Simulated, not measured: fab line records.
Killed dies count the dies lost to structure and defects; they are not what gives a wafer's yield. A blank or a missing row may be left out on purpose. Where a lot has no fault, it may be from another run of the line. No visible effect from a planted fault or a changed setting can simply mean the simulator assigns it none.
Matching of chambers | flow sky130 | cmp-01 running SKY_CONTACT_CMP_04: 4 sister chambers
The step polishes SiO2. 14 wafers are shown with their chamber, then 7 later ones without.

## WAFERS WITH THEIR CHAMBER
wafer  | chamber | motor_current_A (A) | head_pressure_psi (psi) | retaining_ring_pressure_frac
L784.3 | 2       | 9.8                 | 4.010                   | 1.004
L784.4 | 0       | 11.1                | 3.999                   | 1.008
L784.5 | 1       | 11.8                | 4.005                   | 1.000
L800.2 | 2       | 10.7                | 4.005                   | 0.994
L800.4 | 0       | 11.2                | 3.995                   | 1.008
L800.5 | 3       | 12.8                | 3.984                   | 0.995
L801.1 | 0       | 11.5                | 4.016                   | 0.997
L801.4 | 1       | 12.3                | 4.012                   | 1.001
L801.6 | 2       | 10.9                | 3.996                   | 0.995
L802.1 | 0       | 11.7                | 3.996                   | 0.996
L802.5 | 0       | 12.2                | 4.010                   | 1.002
L802.6 | 3       | 13.0                | 3.997                   | 0.995
L803.1 | 2       | 10.5                | 3.994                   | 1.003
L803.2 | 0       | 11.9                | 4.009                   | 0.998

SIGNATURES, as means of the wafers listed above
reading                      | chamber 0 | chamber 1 | chamber 2 | chamber 3 | scatter within a chamber
motor_current_A              | 11.600    | 12.050    | 10.475    | 12.900    | 0.414
head_pressure_psi            | 4.00417   | 4.00850   | 4.00125   | 3.99050   | 0.00809
retaining_ring_pressure_frac | 1.00150   | 1.00050   | 0.99900   | 0.99500   | 0.0048
Rule: for each reading, subtract the chamber's mean from the wafer's reading, divide by that reading's scatter and square the result; add these up over the readings and take the root, which gives the wafer's distance from the chamber. If the next closest chamber is less than 2 further off than the closest, the wafer can't be placed; otherwise it belongs to the closest. How the scatter is found: for the shown wafers, subtract from each reading the mean of its chamber, square and add these, divide the total by (wafers less chambers), then take the root.

## WAFERS MISSING THEIR CHAMBER
wafer  | motor_current_A (A) | head_pressure_psi (psi) | retaining_ring_pressure_frac
L803.6 | 12.8                | 4.010                   | 1.004
L804.2 | 12.5                | 4.008                   | 0.993
L804.3 | 13.1                | 4.007                   | 0.994
L804.5 | 11.7                | 3.993                   | 1.001
L805.2 | 12.3                | 3.987                   | 1.001
L805.3 | 12.6                | 4.005                   | 1.009
L805.4 | 11.9                | 4.019                   | 1.009

## WHICH CHAMBER EACH ONE RAN IN
wafer  | from the rows above               | in truth
L803.6 | can't be placed: 1 or 0 or 3      | 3
L804.2 | can't be placed: 1 or 3 or 0      | 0
L804.3 | can't be placed: 3 or 1 or 0      | 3
L804.5 | can't be placed: 0 or 1 or 2 or 3 | 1
L805.2 | can't be placed: 3 or 0 or 1      | 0
L805.3 | can't be placed: 1 or 0 or 3      | 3
L805.4 | can't be placed: 1 or 0           | 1
Correctly placed: 0 of 7. Can't be placed from these rows: 7 (the true chamber is among the candidates in 7). Placed wrongly: 0.
